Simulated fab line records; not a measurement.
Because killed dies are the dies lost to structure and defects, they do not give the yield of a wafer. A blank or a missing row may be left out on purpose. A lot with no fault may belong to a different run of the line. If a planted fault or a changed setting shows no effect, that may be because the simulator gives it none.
Which of the tools did it? -- flow sky130 -- 36 wafers from 12 lots sampled at 4 of the route's 708 steps

WHAT EACH GAUGE READ, for each wafer
SKY_METAL4_OVL_MEAS_14. Usual: METAL4_OVL -3 nm, standard deviation 5.5.
lot,measured,on,METAL4_OVL (nm),flag
L987,day 41 17:49,overlay-02,-9 5 3,
L990,day 42 17:42,overlay-02,-13 0 -3,
L991,day 42 21:58,overlay-01,-2 -3 3,
L992,day 43 08:58,overlay-01,5 5 3,
L997,day 44 13:47,overlay-02,-3 3 4,
L998,day 44 18:52,overlay-01,-5 -2 -6,
L103,day 46 07:09,overlay-02,3 1 0,
L106,day 46 15:33,overlay-01,-7 -12 -5,
L107,day 47 01:00,overlay-02,-14 -8 -13,
L108,day 47 09:35,overlay-01,5 3 4,
L109,day 47 11:43,overlay-01,-1 -4 -1,
L110,day 47 19:45,overlay-02,1 0 5,

SKY_VIA4_OVL_MEAS_11. Usual: VIA4_OVL -0.7 nm, standard deviation 1.3.
lot,measured,on,VIA4_OVL (nm),flag
L987,day 42 17:52,overlay-02,0.2 -0.3 -0.3,
L990,day 43 18:15,overlay-02,0.3 -1.9 -0.1,
L991,day 43 22:00,overlay-02,-0.2 -0.1 -0.5,
L992,day 44 09:16,overlay-01,-1.4 -1.2 -3.5,
L997,day 45 12:50,overlay-02,-0.6 -0.6 -0.5,
L998,day 45 18:00,overlay-02,0.1 2.5 0.9,
L103,day 47 04:55,overlay-02,0.6 -1.8 -0.5,
L106,day 47 13:34,overlay-01,-1.5 -0.8 -0.3,
L107,day 47 21:08,overlay-02,-0.9 0.6 -0.3,
L108,day 48 05:47,overlay-01,-1.3 -2.8 -0.1,
L109,day 48 08:58,overlay-02,-2.1 -2.9 -3.4,
L110,day 48 15:51,overlay-02,-0.8 -1.4 -1.4,

TOOL THAT RAN EACH LOT (tool first, then ch and the chambers of the sampled wafers, then the start)
lot,SKY_METAL4_ETCH_16,SKY_VIA4_SOFTBAKE_07
L987,"rieMetal-03 ch 0,1, day 41 17:53","lithoTrack-01 ch 0, day 42 07:02"
L990,"rieMetal-03 ch 0,1, day 42 17:47","lithoTrack-04 ch 0, day 43 07:34"
L991,"rieMetal-04 ch 0, day 42 22:05","lithoTrack-04 ch 0, day 43 11:30"
L992,"rieMetal-04 ch 0, day 43 09:04","lithoTrack-03 ch 0, day 43 20:53"
L997,"rieMetal-01 ch 0,1, day 44 13:52","lithoTrack-01 ch 0, day 45 01:32"
L998,"rieMetal-01 ch 0,1, day 44 18:58","lithoTrack-01 ch 0, day 45 08:08"
L103,"rieMetal-04 ch 0,1, day 46 07:14","lithoTrack-04 ch 0, day 46 18:43"
L106,"rieMetal-01 ch 0,1, day 46 15:37","lithoTrack-03 ch 0, day 47 03:47"
L107,"rieMetal-03 ch 0,1, day 47 01:04","lithoTrack-04 ch 0, day 47 12:04"
L108,"rieMetal-01 ch 0,1, day 47 09:40","lithoTrack-01 ch 0, day 47 20:41"
L109,"rieMetal-01 ch 0,1, day 47 11:47","lithoTrack-03 ch 0, day 47 23:20"
L110,"rieMetal-04 ch 0,1, day 47 19:49","lithoTrack-01 ch 0, day 48 06:52"
- SKY_METAL4_ETCH_16: etches BARC in N2/H2, stops on SiO2, time 88.2 s, target depth 60 nm.
- SKY_VIA4_SOFTBAKE_07: time 60 s.

WHAT THE TOOLS THEMSELVES READ (means of the sampled wafers that have a number; where no wafer has one, the mark that the record gives instead)
SKY_METAL4_ETCH_16. Usual: drypumpMotorCurrentA 5.6 A, standard deviation 0.37; oesProductAu 0.626 a.u., standard deviation 0.0047; throttleValvePct 13.204 %, standard deviation 0.0097.
lot,tool,drypumpMotorCurrentA (A),oesProductAu (a.u.),throttleValvePct (%),flag
L987,rieMetal-03,5.4,0.625,13.206,
L990,rieMetal-03,5.4,0.627,13.197,
L991,rieMetal-04,5.7,0.625,13.215,
L992,rieMetal-04,5.7,0.619,13.201,
L997,rieMetal-01,5.5,0.630,13.197,
L998,rieMetal-01,5.5,0.626,13.203,
L103,rieMetal-04,5.7,0.627,13.199,
L106,rieMetal-01,5.5,0.627,13.216,
L107,rieMetal-03,5.8,0.624,13.202,
L108,rieMetal-01,5.5,0.626,13.203,
L109,rieMetal-01,5.5,0.627,13.204,
L110,rieMetal-04,5.7,0.621,13.207,

SKY_VIA4_SOFTBAKE_07. Usual: heaterPowerTotalW 56.59 W, standard deviation 0.047; resistLineTempC 23.02 C, standard deviation 0.1; runLengthS 89.14 s, standard deviation 0.27.
lot,tool,heaterPowerTotalW (W),resistLineTempC (C),runLengthS (s),flag
L987,lithoTrack-01,56.57,23.08,89.25,
L990,lithoTrack-04,56.59,22.99,88.79,
L991,lithoTrack-04,56.63,23.08,88.72,
L992,lithoTrack-03,56.61,23.05,89.26,
L997,lithoTrack-01,58.11,22.89,85.09,OFF
L998,lithoTrack-01,58.09,23.02,85.08,OFF
L103,lithoTrack-04,56.58,22.81,88.77,
L106,lithoTrack-03,56.60,23.01,89.44,
L107,lithoTrack-04,56.63,23.10,88.88,
L108,lithoTrack-01,56.57,22.94,89.18,
L109,lithoTrack-03,56.59,23.01,89.35,
L110,lithoTrack-01,56.55,23.07,89.35,

THE ANSWER, worked out from the rows above alone
Rule: lot off if the mean of its wafers having a number is beyond 3 standard deviations from the usual mean. A lot without any number at a reading at which 4 lots or more have one is off too. The other lots that the step has rows for count as sound. After the gauges, taken in route order, come the tools' own readings; for these a lot's mean is taken, as printed above. The first step at which some lot is off is used, and at that step the reading that is off furthest; a lot without a number counts as furthest.
Off: L997, L998, at SKY_VIA4_SOFTBAKE_07 (heaterPowerTotalW).
If a tool, at that step or one of the process steps before it, ran each lot that is off and ran no sound lot following the first of them, it fits. Not one of the candidates tried fits.

WHAT WAS PUT IN BY THE SIMULATOR
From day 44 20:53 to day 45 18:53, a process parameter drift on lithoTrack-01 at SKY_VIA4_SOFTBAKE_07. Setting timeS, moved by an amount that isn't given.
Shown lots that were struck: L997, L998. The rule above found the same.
